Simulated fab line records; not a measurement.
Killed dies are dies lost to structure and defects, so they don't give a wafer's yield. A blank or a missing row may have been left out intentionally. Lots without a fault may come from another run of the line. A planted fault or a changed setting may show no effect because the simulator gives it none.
Problem report in the 8D (eight disciplines) form, filled by code || flow sfq line || the parts of the form that need people (team, actions taken, sign-off) are left out

== 1. WHAT IS WRONG ==
At SFQ_TRILAYER_M3_ETCH_METAL_ETCH_078, rf fwd power W averages 500.7 W over 6 wafers from 2 lots, while fault-free wafers read 597.0 W, standard deviation 1.9. Measured from the usual mean, that is -51 standard deviations.
The step: etches Nb in Cl2/Ar, stops on SiO2, target depth 240 nm, time 120 s.
The first sign was on wafer L893.1 at day 35 20:19, on rie metal-03. At this step, 18 wafers from 6 lots have a number in the record. Rule for "out" (also "out of limits"): further than 4 standard deviations from the usual mean. All remaining wafers that have a number are taken as sound.

== 2. WHAT IT IS, AND WHAT IT ISN'T ==
{"question": "which readings at this step", "is": "rf fwd power W", "is not": "drypump motor current A, oes product au"}
{"question": "which lots", "is": "L893, L895", "is not": "L888, L902, L906, L907"}
{"question": "which wafers of those lots", "is": "all that have a number", "is not": "-"}
{"question": "read on which tools", "is": "rie metal-03", "is not": "rie metal-01, rie metal-04"}
{"question": "when", "is": "from day 35 20:19", "is not": "up to then (3 sound wafers); but 9 sound wafers of L902, L906, L907 came after"}

== 3. THE SUSPECTS, EACH WITH WHAT RULES IT OUT ==
Counting: a tool at a process step up to the reading stays a suspect if it ran every lot that is out and no sound lot after the first of them.
- rie metal-03 at SFQ_TRILAYER_M3_BARC_OPEN_METAL_ETCH_100 (etches BARC in O2, target depth 125 nm, time 41.7 s): ruled out as a lasting fault. After its first lot that is out, L893 (day 35 20:15), sound lots L907 ran on it.
- rie metal-03 at SFQ_TRILAYER_M3_ETCH_METAL_ETCH_078 (etches Nb in Cl2/Ar, stops on SiO2, target depth 240 nm, time 120 s): ruled out as a lasting fault. After its first lot that is out, L893 (day 35 20:19), sound lots L907 ran on it.
Left after counting: nothing in the record.

== 4. THE CAUSE (what the simulator had put in) ==
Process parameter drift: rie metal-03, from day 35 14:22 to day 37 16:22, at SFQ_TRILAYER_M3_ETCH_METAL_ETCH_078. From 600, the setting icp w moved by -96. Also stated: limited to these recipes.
Counting ruled it out, wrongly.

== 5. SEQUENCE OF EFFECTS, ordered by route ==
Each row: a reading where the mean over the struck wafers with a number is more than 3 standard deviations away from the usual. Only readings for which the record gives a usual standard deviation are gone through. hours: the time from each lot's start at the first step in this table that gives one to its start at this step, as a median over the lots. sigmas: the change in usual standard deviations.
{"hours": 0, "step": "SFQ_TRILAYER_M3_ETCH_METAL_ETCH_078", "reading": "rf fwd power W", "usual": "597.0 W", "on struck wafers": 500.7, "change": -96.3, "sigmas": -51}
The process steps in it:
- SFQ_TRILAYER_M3_ETCH_METAL_ETCH_078: etches Nb in Cl2/Ar, stops on SiO2, target depth 240 nm, time 120 s.

== 6. HOW IT WOULD HAVE BEEN CAUGHT EARLIER ==
6 hours passed between the start of the fault at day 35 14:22 and the first reading out of limits in this record, taken at day 35 20:19.
